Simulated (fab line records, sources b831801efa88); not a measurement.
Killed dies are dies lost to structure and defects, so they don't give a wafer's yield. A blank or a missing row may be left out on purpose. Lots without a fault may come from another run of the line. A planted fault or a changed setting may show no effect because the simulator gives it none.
Which tool did it? | flow gf180mcu | 11 lots, 33 wafers sampled, at 1 step of a route of 602

WHAT THE GAUGES READ, wafer by wafer
GF_V3_OVL_MEAS_15.
lot  | measured     | on         | V3_OVL (nm)
L557 | day 22 04:07 | overlay-02 | -6 -14 -14
L559 | day 23 00:10 | overlay-01 | -6 -2 3
L560 | day 23 14:08 | overlay-01 | -8 -1 -6
L561 | day 24 00:31 | overlay-02 | 0 -4 -1
L563 | day 24 22:35 | overlay-01 | 0 1 -4
L564 | day 25 03:44 | overlay-01 | -7 -6 -3
L570 | day 26 22:26 | overlay-02 | 2 -3 -2
L574 | day 28 00:26 | overlay-01 | -10 -9 -13
L577 | day 28 21:53 | overlay-02 | 1 0 0
L578 | day 29 15:41 | overlay-02 | 6 7 5
L580 | day 29 18:31 | overlay-01 | -5 0 -2

WHICH TOOL RAN EACH LOT (tool, then ch and the chambers of the sampled wafers, then the start)
The record holds no process step before these readings.

THE ANSWER, worked out from the rows above alone
Rule: what is usual is taken from the lots themselves. Put in order of their means at a reading, lots are off if they are a third of the lots or fewer, leave a main group of 4 or more, and stand apart from it by a gap of 3 or more times the standard deviation of the main group's means; of several such gaps the widest counts. A main group whose means are all the same, to the digits that the tables above print for the reading, isn't used. A lot without any number at a reading at which 4 lots or more have one is off too. The other lots that the step has rows for count as sound.
No lot is off at any reading shown: from this, nothing can be told.

WHAT THE SIMULATOR HAD PUT IN
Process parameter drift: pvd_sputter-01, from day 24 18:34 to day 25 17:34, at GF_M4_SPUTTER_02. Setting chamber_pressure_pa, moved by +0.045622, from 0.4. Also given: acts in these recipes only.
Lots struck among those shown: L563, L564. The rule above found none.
